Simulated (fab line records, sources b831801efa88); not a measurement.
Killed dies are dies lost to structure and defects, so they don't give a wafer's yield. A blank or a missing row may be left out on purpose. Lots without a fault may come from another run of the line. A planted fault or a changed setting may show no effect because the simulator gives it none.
Which tool did it? | flow sky130 | 11 lots, 33 wafers sampled, at 5 steps of a route of 708

WHAT THE GAUGES READ, wafer by wafer
SKY_METAL1_CD_MEAS_15: target cd 140 nm.
lot  | measured     | on        | cd_nm (nm)
L844 | day 32 17:00 | cd_sem-01 | 140.2 138.5 139.4
L845 | day 32 20:18 | cd_sem-01 | 139.0 140.4 141.3
L846 | day 33 01:54 | cd_sem-02 | 137.9 138.3 138.3
L848 | day 33 19:52 | cd_sem-01 | 140.0 139.5 139.5
L849 | day 34 12:53 | cd_sem-02 | 139.1 139.2 139.2
L850 | day 35 02:20 | cd_sem-02 | 142.4 142.2 141.4
L856 | day 36 14:39 | cd_sem-01 | 143.2 141.7 143.1
L858 | day 37 09:59 | cd_sem-01 | 140.0 139.0 139.9
L859 | day 38 02:00 | cd_sem-02 | 141.4 140.5 140.2
L860 | day 38 06:38 | cd_sem-02 | 141.2 139.8 141.7
L861 | day 38 10:30 | cd_sem-01 | 140.1 140.1 139.4

SKY_VIA1_RS_MEAS_22: measures by four-point-probe.
lot  | measured     | on            | VIA1_W_RS (ohm/sq)
L844 | day 33 22:25 | film_metro-04 | 0.421 0.424 0.419
L845 | day 34 01:51 | film_metro-04 | 0.418 0.420 0.427
L846 | day 34 07:27 | film_metro-02 | 0.413 0.435 0.433
L848 | day 35 01:22 | film_metro-04 | 56.271 57.221 57.916
L849 | day 35 18:23 | film_metro-04 | 58.396 57.932 58.739
L850 | day 36 07:16 | film_metro-04 | 56.528 57.722 58.547
L856 | day 37 18:26 | film_metro-02 | 0.425 0.427 0.424
L858 | day 38 14:11 | film_metro-01 | 0.422 0.430 0.429
L859 | day 39 05:07 | film_metro-04 | 0.418 0.433 0.421
L860 | day 39 10:23 | film_metro-04 | 0.433 0.422 0.418
L861 | day 39 14:23 | film_metro-04 | 0.418 0.415 0.420

SKY_VIA1_THK_MEAS_23: measures by xrf.
lot  | measured     | on            | VIA1_W_THK (nm)
L844 | day 33 22:32 | film_metro-04 | 275 273 277
L845 | day 34 01:58 | film_metro-04 | 278 276 273
L846 | day 34 07:34 | film_metro-02 | 279 266 269
L848 | day 35 01:29 | film_metro-04 | <0 <0 <0
L849 | day 35 18:29 | film_metro-04 | <0 <0 <0
L850 | day 36 07:22 | film_metro-04 | <0 <0 <0
L856 | day 37 18:34 | film_metro-02 | 275 273 275
L858 | day 38 14:17 | film_metro-01 | 273 271 268
L859 | day 39 05:14 | film_metro-04 | 276 267 274
L860 | day 39 10:29 | film_metro-04 | 268 274 278
L861 | day 39 14:29 | film_metro-04 | 277 278 276

WHICH TOOL RAN EACH LOT (tool, then ch and the chambers of the sampled wafers, then the start)
lot  | SKY_METAL1_STRIP_20                  | SKY_VIA1_CVD_21
L844 | plasma_asher-02 ch 0,1, day 32 17:20 | cvd_w-01 ch 0,1, day 33 22:20
L845 | plasma_asher-02 ch 0,1, day 32 20:49 | cvd_w-01 ch 0,1, day 34 01:46
L846 | plasma_asher-01 ch 0, day 33 02:25   | cvd_w-02 ch 0,1, day 34 07:22
L848 | plasma_asher-01 ch 0,1, day 33 20:11 | cvd_w-02 ch 0,1, day 35 01:16
L849 | plasma_asher-04 ch 0,1, day 34 13:12 | cvd_w-02 ch 0,1, day 35 18:16
L850 | plasma_asher-02 ch 0,1, day 35 02:39 | cvd_w-01 ch 0,1, day 36 07:09
L856 | plasma_asher-01 ch 0, day 36 14:59   | cvd_w-02 ch 1, day 37 18:21
L858 | plasma_asher-04 ch 0,1, day 37 10:19 | cvd_w-01 ch 0,1, day 38 14:05
L859 | plasma_asher-02 ch 0,1, day 38 02:31 | cvd_w-02 ch 0,1, day 39 05:02
L860 | plasma_asher-04 ch 0,1, day 38 06:58 | cvd_w-02 ch 0,1, day 39 10:17
L861 | plasma_asher-04 ch 0,1, day 38 11:01 | cvd_w-01 ch 0,1, day 39 14:17
- SKY_METAL1_STRIP_20: strips in O2/N2.
- SKY_VIA1_CVD_21: deposits W, target thk 270 nm, time 80.902 s.

WHAT THE TOOLS THEMSELVES READ (means of the sampled wafers that have a number; where no wafer has one, the mark that the record gives instead)
SKY_METAL1_STRIP_20.
lot  | tool            | drypump_motor_current_A (A) | oes_product_au (a.u.) | strip_time_to_endpoint_s (s)
L844 | plasma_asher-02 | 5.8                         | 0.347                 | 2.78
L845 | plasma_asher-02 | 5.8                         | 0.341                 | 2.70
L846 | plasma_asher-01 | 6.7                         | 0.348                 | 2.79
L848 | plasma_asher-01 | 6.2                         | 0.347                 | 2.82
L849 | plasma_asher-04 | 6.0                         | 0.348                 | 2.81
L850 | plasma_asher-02 | 5.9                         | 0.351                 | 2.84
L856 | plasma_asher-01 | 6.7                         | 0.352                 | 2.87
L858 | plasma_asher-04 | 6.0                         | 0.347                 | 2.77
L859 | plasma_asher-02 | 5.9                         | 0.339                 | 2.75
L860 | plasma_asher-04 | 6.0                         | 0.343                 | 2.73
L861 | plasma_asher-04 | 5.7                         | 0.346                 | 2.74

SKY_VIA1_CVD_21.
lot  | tool     | chamber_pressure_Torr (Torr) | heater_power_outer_w (W) | heater_power_w (W)
L844 | cvd_w-01 | 39.99                        | 539                      | 911
L845 | cvd_w-01 | 39.90                        | 544                      | 920
L846 | cvd_w-02 | 40.02                        | 555                      | 872
L848 | cvd_w-02 | -                            | -                        | -
L849 | cvd_w-02 | -                            | -                        | -
L850 | cvd_w-01 | -                            | -                        | -
L856 | cvd_w-02 | 40.03                        | 588                      | 871
L858 | cvd_w-01 | 40.04                        | 542                      | 913
L859 | cvd_w-02 | 40.01                        | 568                      | 884
L860 | cvd_w-02 | 40.03                        | 551                      | 886
L861 | cvd_w-01 | 39.97                        | 499                      | 851

THE ANSWER, worked out from the rows above alone
Rule: what is usual is taken from the lots themselves. Put in order of their means at a reading, lots are off if they are a third of the lots or fewer, leave a main group of 4 or more, and stand apart from it by a gap of 3 or more times the standard deviation of the main group's means; of several such gaps the widest counts. A main group whose means are all the same, to the digits that the tables above print for the reading, isn't used. A lot without any number at a reading at which 4 lots or more have one is off too. The other lots that the step has rows for count as sound. The gauges are gone through in route order, then the tools' own readings, and for those a lot's mean is taken as printed above. The first step at which some lot is off is used, and at that step the reading that is off furthest; a lot without a number counts as furthest.
Off: L848, L849, L850, at SKY_VIA1_RS_MEAS_22 (VIA1_W_RS). The main group: mean 0.424 ohm/sq, standard deviation 0.003.
A tool fits if, at a process step before that reading, it ran every lot that is off, and no sound lot after the first of them. The gauges at SKY_VIA1_RS_MEAS_22 aren't tried: what is off there is off at SKY_VIA1_CVD_21 too, on other tools, and a gauge's error can't cause that. None of those tried fits.

WHAT THE SIMULATOR HAD PUT IN
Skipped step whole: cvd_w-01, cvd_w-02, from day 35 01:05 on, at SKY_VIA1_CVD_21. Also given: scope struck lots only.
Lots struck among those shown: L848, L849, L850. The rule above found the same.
